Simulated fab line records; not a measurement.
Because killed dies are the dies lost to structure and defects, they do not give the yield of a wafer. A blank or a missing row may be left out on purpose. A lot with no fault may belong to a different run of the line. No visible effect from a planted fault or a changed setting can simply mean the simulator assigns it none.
Tool commonality check	flow gf180mcu	42 wafers sampled across 14 lots

## REASON FOR OPENING
GF_VT_IMPLANT_TW_MEAS_21, reading VT_IMPLANT_2_TW: flagged on 3 of 14 lots. No-fault wafers: 1213, standard deviation 7.2.
Rule: flag the lot when none of its wafers has a number, or when each of its wafers that has one lies beyond 4 standard deviations from that mean. The rest of the lots are taken to be sound.

lot	measured	on	VT_IMPLANT_2_TW, wafer by wafer	flag
L207	day 6 13:15	film_metro-03	1214 1212 1219	
L208	day 6 20:08	film_metro-03	1212 1210 1209	
L209	day 7 01:25	film_metro-03	1213 1211 1211	
L211	day 7 13:25	film_metro-04	1226 1231 1230	
L214	day 8 11:59	film_metro-01	1210 1215 1215	
L215	day 8 18:42	film_metro-04	1216 1219 1221	
L218	day 9 11:44	film_metro-04	1215 1217 1211	
L221	day 10 08:25	film_metro-03	1251 1247 1256	FLAGGED
L224	day 11 00:25	film_metro-03	1242 1246 1248	FLAGGED
L225	day 11 05:34	film_metro-03	1253 1245 1256	FLAGGED
L226	day 11 13:41	film_metro-03	1208 1212 1214	
L227	day 11 20:46	film_metro-03	1209 1210 1218	
L228	day 12 03:09	film_metro-03	1213 1215 1215	
L229	day 12 07:50	film_metro-01	1202 1202 1204	
The mean of the flagged lots' numbers is 1249, +36 from the usual (+5 standard deviations).

## WHICH TOOL EACH LOT WENT THROUGH
The record holds 1 process step before the reading, out of a route of 602 steps. In each cell: the tool, then ch and the chambers that the sampled wafers went through, then the start.
lot	flag	GF_VT_IMPLANT_IMPLANT_19
L207		implanter-04 ch 0, day 6 13:00
L208		implanter-04 ch 0, day 6 19:53
L209		implanter-04 ch 0, day 7 01:10
L211		implanter-02 ch 0, day 7 13:10
L214		implanter-04 ch 0, day 8 11:44
L215		implanter-04 ch 0, day 8 18:28
L218		implanter-04 ch 0, day 9 11:29
L221	FLAGGED	implanter-04 ch 0, day 10 08:11
L224	FLAGGED	implanter-04 ch 0, day 11 00:11
L225	FLAGGED	implanter-04 ch 0, day 11 05:19
L226		implanter-02 ch 0, day 11 13:26
L227		implanter-02 ch 0, day 11 20:31
L228		implanter-02 ch 0, day 12 02:55
L229		implanter-03 ch 0, day 12 07:35
What these steps do:
- GF_VT_IMPLANT_IMPLANT_19
- GF_VT_IMPLANT_TW_MEAS_21

## FLAGGED AGAINST TOTAL, ONE TOOL AT A TIME (gauges that did the reading follow at the end)
step	tool	lots run	flagged	share of the flagged lots	sound lots run after its first flagged lot
GF_VT_IMPLANT_IMPLANT_19	implanter-02	4	0	none	-
GF_VT_IMPLANT_IMPLANT_19	implanter-03	1	0	none	-
GF_VT_IMPLANT_IMPLANT_19	implanter-04	9	3	all	0
GF_VT_IMPLANT_TW_MEAS_21	film_metro-01	2	0	none	-
GF_VT_IMPLANT_TW_MEAS_21	film_metro-03	9	3	all	3 (L226,L227,L228)
GF_VT_IMPLANT_TW_MEAS_21	film_metro-04	3	0	none	-

## WHAT THE TABLE PERMITS
implanter-04 at GF_VT_IMPLANT_IMPLANT_19 and film_metro-03 at GF_VT_IMPLANT_TW_MEAS_21 are the 2 rows of the table that ran each flagged lot.
- implanter-04 at GF_VT_IMPLANT_IMPLANT_19: 3 of its 9 lots flagged. A fault beginning between L218 (day 9 11:29), its last sound lot, and L221 (day 10 08:11), its first flagged one, fits the data. Its own readings (beam_energy_keV) fall more than 4 standard deviations out on all wafers of the flagged lots.
- film_metro-03 at GF_VT_IMPLANT_TW_MEAS_21: 3 of its 9 lots flagged. Sound lots followed the first flagged one (L226, L227, L228) on it, something a lasting fault affecting the whole tool could not allow.
Left over: one tool, implanter-04 at GF_VT_IMPLANT_IMPLANT_19.

## WHAT HAD BEEN PUT IN BY THE SIMULATOR
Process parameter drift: implanter-04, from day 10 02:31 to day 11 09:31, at GF_VT_IMPLANT_IMPLANT_19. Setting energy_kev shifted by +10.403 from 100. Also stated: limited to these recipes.
Shown lots that were struck: L221, L224, L225. The rule given above showed the same thing.
